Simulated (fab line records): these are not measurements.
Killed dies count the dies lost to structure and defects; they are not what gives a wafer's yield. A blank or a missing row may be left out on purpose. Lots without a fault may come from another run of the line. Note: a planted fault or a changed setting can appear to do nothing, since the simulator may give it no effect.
A lot that was struck, set against a sound lot | flow sky130 | 22 out of 708 route steps
Sound: the wafers L858.2, L858.3, L858.6. The struck wafers were L869.1, L869.3, L869.5. The cause is named last.
Order at every step that has rows: each side's tool, ch and its chambers, its first start. Under that, the readings that differ: sound wafers | struck wafers | difference of the means | sigmas: that difference in standard deviations of wafers without a fault.
alike: readings with means less than 2 such deviations apart, plus words and numbers identical on both sides. not compared: withheld readings, readings lacking a value on some wafer, bounds such as >300 that could conceal the same value, and numbers that have no deviation in the record and whose values overlap.
A row with sigmas, a row that says differs or no value, or rows on one side alone: a step with any of these is where the two part. Numbers that don't overlap but have no deviation are shown without sigmas and don't part them. A reading missing from all wafers of one side parts the sides only when that side holds two or more wafers.

SKY_LOCAL_INTERCONNECT_STRIP_15: strips in O2/N2.
  sound on plasma asher-03 ch 0,1, day 30 22:40; struck on plasma asher-03 ch 0,1, day 35 03:05
  alike: chamber pressure mTorr, drypump motor current A, oes product au, strip time to endpoint s
  not compared: rf hours counter h
then, 3 steps without rows for these wafers: SKY_LOCAL_INTERCONNECT_STRIP_16 (strips in post etch residue remover, time 1200 s); SKY_LOCAL_INTERCONNECT_CLEAN_17 (cleans in IPA, time 180 s); SKY_LOCAL_INTERCONNECT_CLEAN_18 (cleans in O3/DIW).
SKY_CONTACT_CVD_00: deposits Si3N4, target thk 75 nm.
  sound on pecvd-04 ch 1,2, day 30 23:17; struck on pecvd-04 ch 0,1,2, day 35 03:41
  alike: heater power w
SKY_CONTACT_THK_MEAS_01:
  sound on film metro-01 at day 30 23:20; struck on film metro-02 at day 35 03:43
  alike: CONTACT_CVD_00_THK
then, 1 step without rows for these wafers: SKY_CONTACT_HDPCVD_02 (deposits SiO2, target thk 565 nm, time 94.2 s).
SKY_CONTACT_THK_MEAS_03:
  sound on film metro-02 at day 30 23:28; struck on film metro-01 at day 35 03:50
  alike: CONTACT_HDPCVD_THK
SKY_CONTACT_CMP_04: polishes SiO2.
  sound on cmp-02 ch 0,2, day 30 23:34; struck on cmp-02 ch 0,1,3, day 35 04:00
  alike: edge zone pressure frac, motor current A, time to endpoint s
SKY_CONTACT_BOW_MEAS_05:
  sound on film metro-02 at day 30 23:50; struck on film metro-01 at day 35 04:12
  alike: CONTACT_BOW
then, 2 steps without rows for these wafers: SKY_CONTACT_DEHYDRATE_06 (time 60 s); SKY_CONTACT_HMDS_07 (prime time 60 s).
SKY_CONTACT_COAT_08: resist thk 60 nm.
  sound on litho track-03 ch 0, day 31 14:06; struck on litho track-02 ch 0, day 35 16:58
  reading              | sound                | struck               | difference | sigmas
  spin speed rpm (rpm) | 2998.1 2996.9 2996.8 | 2897.4 2900.0 2900.6 | -97.9      | -49
  not compared: chill plate temp C
then, 5 steps without rows for these wafers: SKY_CONTACT_COAT_09 (resist thk 450 nm); SKY_CONTACT_SOFTBAKE_10 (time 90 s); SKY_CONTACT_EXPOSE_11 (exposes mask CTM1, target cd 170 nm); SKY_CONTACT_PEB_12; SKY_CONTACT_DEVELOP_13 (develop time 57.27 s).
SKY_CONTACT_CD_MEAS_14: target cd 170 nm.
  sound on cd sem-02 at day 32 03:59; struck on cd sem-02 at day 36 06:58
  alike: cd nm
SKY_CONTACT_OVL_MEAS_15:
  sound on overlay-02 at day 32 04:05; struck on overlay-02 at day 36 07:05
  alike: CONTACT_OVL
SKY_CONTACT_ETCH_16: etches BARC in N2/H2, stops on SiO2, time 45.9 s, target depth 60 nm.
  sound on rie diel-03 ch 0,1,3, day 32 04:07; struck on rie diel-03 ch 2,3, day 36 07:08
  reading                  | sound             | struck            | difference | sigmas
  model.etch.depth nm (nm) | 60.18 60.21 60.21 | 60.89 60.91 60.95 | +0.72      |
  alike: chamber pressure mTorr, drypump motor current A, oes product au, throttle valve pct
  not compared: rf hours counter h
SKY_CONTACT_ETCH_17: etches SiO2 in C4F8/O2/Ar, stops on Si3N4, target depth 340 nm.
  sound on rie diel-03 ch 0,1,3, day 32 04:10; struck on rie diel-03 ch 2,3, day 36 07:10
  reading                        | sound             | struck            | difference | sigmas
  chamber pressure mTorr (mTorr) | 40.06 40.01 39.99 | 39.92 39.95 39.93 | -0.09      | -3
  alike: oes product au

== WHERE THEY PART ==
Earliest at SKY_CONTACT_COAT_08; latest, in this record, at SKY_CONTACT_ETCH_17.

WHY: what the simulator had put in
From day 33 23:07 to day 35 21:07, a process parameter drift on litho track-02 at SKY_CONTACT_COAT_08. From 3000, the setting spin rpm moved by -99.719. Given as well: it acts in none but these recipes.
